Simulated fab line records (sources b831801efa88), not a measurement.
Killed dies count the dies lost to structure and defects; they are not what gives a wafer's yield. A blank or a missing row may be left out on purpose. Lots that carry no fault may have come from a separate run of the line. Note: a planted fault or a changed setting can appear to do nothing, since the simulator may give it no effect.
The tool behind it: which one? / flow gf180mcu / Sampling: 6 lots, 18 wafers, 2 of 602 route steps

== WHAT THE GAUGES READ, wafer by wafer ==
GF_M5_CD_MEAS_07: the cd target is 280 nm.
lot=L154; measured=day 27 07:24; on=cd_sem-02; cd_nm (nm)=282.2 282.4 283.2
lot=L156; measured=day 27 20:06; on=cd_sem-01; cd_nm (nm)=279.5 280.6 280.1
lot=L159; measured=day 28 17:37; on=cd_sem-01; cd_nm (nm)=280.3 281.4 281.2
lot=L161; measured=day 29 06:31; on=cd_sem-02; cd_nm (nm)=278.5 279.0 277.4
lot=L164; measured=day 30 12:41; on=cd_sem-01; cd_nm (nm)=283.2 283.1 282.3
lot=L169; measured=day 32 07:48; on=cd_sem-01; cd_nm (nm)=278.8 278.4 279.4

== WHAT TOOL EACH LOT RAN ON (gives the tool, then ch and the chambers of the sampled wafers, and finally the start) ==
lot=L154; GF_V4_STRIP_18=plasma_asher-03 ch 0,1, day 25 12:07
lot=L156; GF_V4_STRIP_18=plasma_asher-02 ch 0,1, day 25 23:58
lot=L159; GF_V4_STRIP_18=plasma_asher-02 ch 0,1, day 27 00:22
lot=L161; GF_V4_STRIP_18=plasma_asher-03 ch 0,1, day 27 13:44
lot=L164; GF_V4_STRIP_18=plasma_asher-01 ch 1, day 28 21:38
lot=L169; GF_V4_STRIP_18=plasma_asher-03 ch 0,1, day 30 19:11
- GF_V4_STRIP_18: strips in O2/N2.

== THE ANSWER, worked out from the rows above alone ==
Rule: usual is defined by the lots themselves. The widest of any qualifying gaps counts: lots, ordered by their means at a reading, are off when they make up no more than a third of the lots, leave a main group of 4 or more, and stand apart from it by 3 or more times the standard deviation of that group's means. A main group whose means are all the same, to the digits that the tables above print for the reading, isn't used. Also off: a lot with no number at a reading for which 4 or more lots have one. All remaining lots with rows at the step are treated as sound.
Across all readings shown, no lot is off: no conclusion can be drawn from this.

== WHAT WAS PUT IN BY THE SIMULATOR ==
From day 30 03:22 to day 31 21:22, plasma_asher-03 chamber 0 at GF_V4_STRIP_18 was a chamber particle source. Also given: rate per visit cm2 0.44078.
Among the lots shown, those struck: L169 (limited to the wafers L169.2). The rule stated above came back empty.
